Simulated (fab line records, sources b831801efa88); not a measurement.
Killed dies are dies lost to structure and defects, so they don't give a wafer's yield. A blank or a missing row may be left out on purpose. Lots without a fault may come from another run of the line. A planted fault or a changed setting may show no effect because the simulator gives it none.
Chamber matching | flow sky130 | SKY_METAL3_ETCH_17 on rie_diel-02: 4 sister chambers
The step etches SiO2 in C4F8/O2/Ar, stops on TiN, time 3.9 s, target depth 15 nm. 4 wafers are shown with their chamber, then 8 later ones without.

WAFERS WITH THEIR CHAMBER
wafer  | chamber | oes_product_au (a.u.)
L078.6 | 3       | 0.760
L080.4 | 2       | 0.754
L080.6 | 0       | 0.754
L085.1 | 1       | 0.762

WAFERS WITHOUT THEIR CHAMBER
wafer  | oes_product_au (a.u.)
L085.2 | 0.758
L085.3 | 0.764
L093.2 | 0.754
L093.3 | 0.755
L093.4 | 0.763
L097.1 | 0.761
L097.3 | 0.760
L097.5 | 0.764

WHICH CHAMBER EACH WENT THROUGH
wafer  | from the rows above               | in truth
L085.2 | can't be placed: 3 or 0 or 1 or 2 | 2
L085.3 | can't be placed: 1 or 3           | 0
L093.2 | can't be placed: 0 or 2           | 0
L093.3 | can't be placed: 0 or 2           | 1
L093.4 | can't be placed: 1 or 3           | 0
L097.1 | can't be placed: 1 or 3           | 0
L097.3 | can't be placed: 3 or 1           | 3
L097.5 | can't be placed: 1 or 3           | 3
Placed correctly: 0 of 8. Can't be placed from these rows: 8 (the true chamber is among the candidates in 4). Placed wrongly: 0.
How it was worked out, from the rows above alone: a wafer's distance from a chamber is the root of the sum, over the readings, of the square of ((its reading less the chamber's mean) divided by the reading's scatter). The wafer belongs to the nearest chamber; if the next one is less than 2 further off, it can't be placed. A chamber's mean is the mean of its shown wafers. The scatter: with one shown wafer a chamber, the root of the mean of the squares of how far each hidden wafer lies from its nearest shown one.
